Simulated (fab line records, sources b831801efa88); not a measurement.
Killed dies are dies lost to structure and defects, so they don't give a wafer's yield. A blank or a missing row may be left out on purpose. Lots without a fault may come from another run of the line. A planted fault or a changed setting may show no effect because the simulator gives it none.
A sampling plan put to the test | flow gf180mcu | one fab line, 14 faults that these records tell of, each judged on the records of the lots that it struck
The plan is the line's own looks: the steps of the route at which a gauge or an inspection reads the wafer and doesn't change it. A look can be judged if struck wafers have a number there and the file gives its usual mean and standard deviation on fault-free wafers. Caught: at a look after the fault's first step, the mean of the struck wafers lies 4 or more of those standard deviations (sigma) from the usual mean. On the tool: the same test on the tool's own readings at the fault's steps. Another recipe on the struck wafers, or a record that is blank for them alone, also counts as caught.

THE FAULTS, as the simulator had put them in
1. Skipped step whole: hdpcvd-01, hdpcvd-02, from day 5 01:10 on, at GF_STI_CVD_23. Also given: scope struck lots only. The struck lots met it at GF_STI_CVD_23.
2. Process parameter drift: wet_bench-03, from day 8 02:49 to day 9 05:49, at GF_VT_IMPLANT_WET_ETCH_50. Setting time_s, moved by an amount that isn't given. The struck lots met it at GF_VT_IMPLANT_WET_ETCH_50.
3. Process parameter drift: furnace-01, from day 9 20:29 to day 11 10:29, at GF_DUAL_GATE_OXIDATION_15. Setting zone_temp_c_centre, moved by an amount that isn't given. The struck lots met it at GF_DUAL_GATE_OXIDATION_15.
4. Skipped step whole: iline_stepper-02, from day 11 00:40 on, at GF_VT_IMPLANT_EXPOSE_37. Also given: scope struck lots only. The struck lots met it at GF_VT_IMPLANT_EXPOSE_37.
5. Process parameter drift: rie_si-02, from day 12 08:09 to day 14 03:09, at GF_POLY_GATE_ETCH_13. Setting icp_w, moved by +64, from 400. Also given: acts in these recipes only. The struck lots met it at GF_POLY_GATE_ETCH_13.
6. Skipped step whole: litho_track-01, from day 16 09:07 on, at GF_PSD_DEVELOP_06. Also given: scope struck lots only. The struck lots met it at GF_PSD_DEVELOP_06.
7. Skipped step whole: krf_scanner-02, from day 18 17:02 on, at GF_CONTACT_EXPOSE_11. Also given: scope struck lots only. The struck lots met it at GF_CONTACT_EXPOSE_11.
8. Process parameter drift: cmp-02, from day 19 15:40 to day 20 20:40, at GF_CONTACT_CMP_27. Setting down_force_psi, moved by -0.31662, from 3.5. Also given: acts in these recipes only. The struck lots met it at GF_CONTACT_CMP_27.
9. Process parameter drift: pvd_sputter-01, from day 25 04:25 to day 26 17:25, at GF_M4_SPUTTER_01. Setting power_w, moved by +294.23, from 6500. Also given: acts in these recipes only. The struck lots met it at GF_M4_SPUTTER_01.
10. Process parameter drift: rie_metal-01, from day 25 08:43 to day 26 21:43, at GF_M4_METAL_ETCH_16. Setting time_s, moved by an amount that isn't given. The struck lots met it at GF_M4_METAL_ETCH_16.
11. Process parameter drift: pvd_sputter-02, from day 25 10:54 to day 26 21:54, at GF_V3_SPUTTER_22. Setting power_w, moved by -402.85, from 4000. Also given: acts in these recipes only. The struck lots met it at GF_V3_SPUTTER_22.
12. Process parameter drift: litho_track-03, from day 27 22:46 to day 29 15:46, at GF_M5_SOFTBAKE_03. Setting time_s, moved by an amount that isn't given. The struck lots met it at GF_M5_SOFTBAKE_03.
13. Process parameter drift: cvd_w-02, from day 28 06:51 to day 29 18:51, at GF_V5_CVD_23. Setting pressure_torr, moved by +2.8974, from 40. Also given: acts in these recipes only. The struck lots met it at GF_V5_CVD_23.
14. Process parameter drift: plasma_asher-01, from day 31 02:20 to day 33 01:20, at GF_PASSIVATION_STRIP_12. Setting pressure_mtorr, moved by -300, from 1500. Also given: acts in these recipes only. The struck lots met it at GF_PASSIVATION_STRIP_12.

WHAT THE PLAN SAW
fault | on the tool itself                               | first look that catches it                      | reading, sigma | median hours from its first step to that look | hours from the fault's start to the first struck lot there | judged looks passed uncaught
1     | the tool's record is blank for the struck wafers | no look after it can be judged                  | -              | -                                             | -                                                          | 0
2     | run_length_s -79 sigma                           | not the one look that can be judged after it    | -              | -                                             | -                                                          | 1
3     | spike_tc_centre_C -31 sigma                      | not the one look that can be judged after it    | -              | -                                             | -                                                          | 1
4     | no reading that can be judged                    | no look after it can be judged                  | -              | -                                             | -                                                          | 0
5     | rf_fwd_power_W +35 sigma                         | none of the 2 looks that can be judged after it | -              | -                                             | -                                                          | 2
6     | the tool's record is blank for the struck wafers | not the one look that can be judged after it    | -              | -                                             | -                                                          | 1
7     | no reading that can be judged                    | no look after it can be judged                  | -              | -                                             | -                                                          | 0
8     | head_pressure_psi -43 sigma                      | no look after it can be judged                  | -              | -                                             | -                                                          | 0
9     | cathode_dc_power_W +99 or beyond sigma           | not the one look that can be judged after it    | -              | -                                             | -                                                          | 1
10    | run_length_s -10 sigma                           | no look after it can be judged                  | -              | -                                             | -                                                          | 0
11    | cathode_dc_power_W -99 or beyond sigma           | no look after it can be judged                  | -              | -                                             | -                                                          | 0
12    | heater_power_total_W +28 sigma                   | not the one look that can be judged after it    | -              | -                                             | -                                                          | 1
13    | chamber_pressure_Torr +34 sigma                  | no look after it can be judged                  | -              | -                                             | -                                                          | 0
14    | chamber_pressure_mTorr -99 or beyond sigma       | no look after it can be judged                  | -              | -                                             | -                                                          | 0
A dash: the fault isn't caught, or these records don't give the number.

Caught at a look: 0 of 14. Caught on the tool: 12 of 14. By one or the other: 12 of 14.
Caught on the tool alone: faults 1, 2, 3, 5, 6, 8, 9, 10, 11, 12, 13, 14.
Caught by neither: faults 4, 7.
